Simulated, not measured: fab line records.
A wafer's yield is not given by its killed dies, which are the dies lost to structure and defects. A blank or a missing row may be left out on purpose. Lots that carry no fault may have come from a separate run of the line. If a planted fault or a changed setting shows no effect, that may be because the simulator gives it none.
Which tool was responsible?	flow gf180mcu	route of 602 steps, sampled at 1 step: 6 lots, 18 wafers

## WHAT THE GAUGES READ, wafer by wafer
GF_MVPSD_OVL_MEAS_07.
lot	measured	on	MVPSD_OVL (nm)
L420	day 5 15:14	overlay-01	-1.3 1.0 0.1
L425	day 6 23:30	overlay-01	-1.8 0.4 -1.1
L427	day 7 13:42	overlay-02	0.4 -1.0 0.9
L430	day 8 06:09	overlay-01	-1.5 -2.4 -0.5
L432	day 8 17:47	overlay-02	0.3 1.5 0.5
L440	day 10 17:48	overlay-01	1.2 2.6 1.7

## WHAT TOOL EACH LOT RAN ON (gives the tool, then ch and the chambers of the sampled wafers, and finally the start)
Before these readings, the record contains no process step.

## THE ANSWER, worked out from the rows above alone
Rule: what is usual is taken from the lots themselves. The widest of any qualifying gaps counts: lots, ordered by their means at a reading, are off when they make up no more than a third of the lots, leave a main group of 4 or more, and stand apart from it by 3 or more times the standard deviation of that group's means. If all means in a main group match to the digits the tables above print for the reading, that group is not used. A lot without any number at a reading at which 4 lots or more have one is off too. The other lots that the step has rows for count as sound.
Nothing can be told from this: no lot is off at any reading shown.

## WHAT WAS PUT IN BY THE SIMULATOR
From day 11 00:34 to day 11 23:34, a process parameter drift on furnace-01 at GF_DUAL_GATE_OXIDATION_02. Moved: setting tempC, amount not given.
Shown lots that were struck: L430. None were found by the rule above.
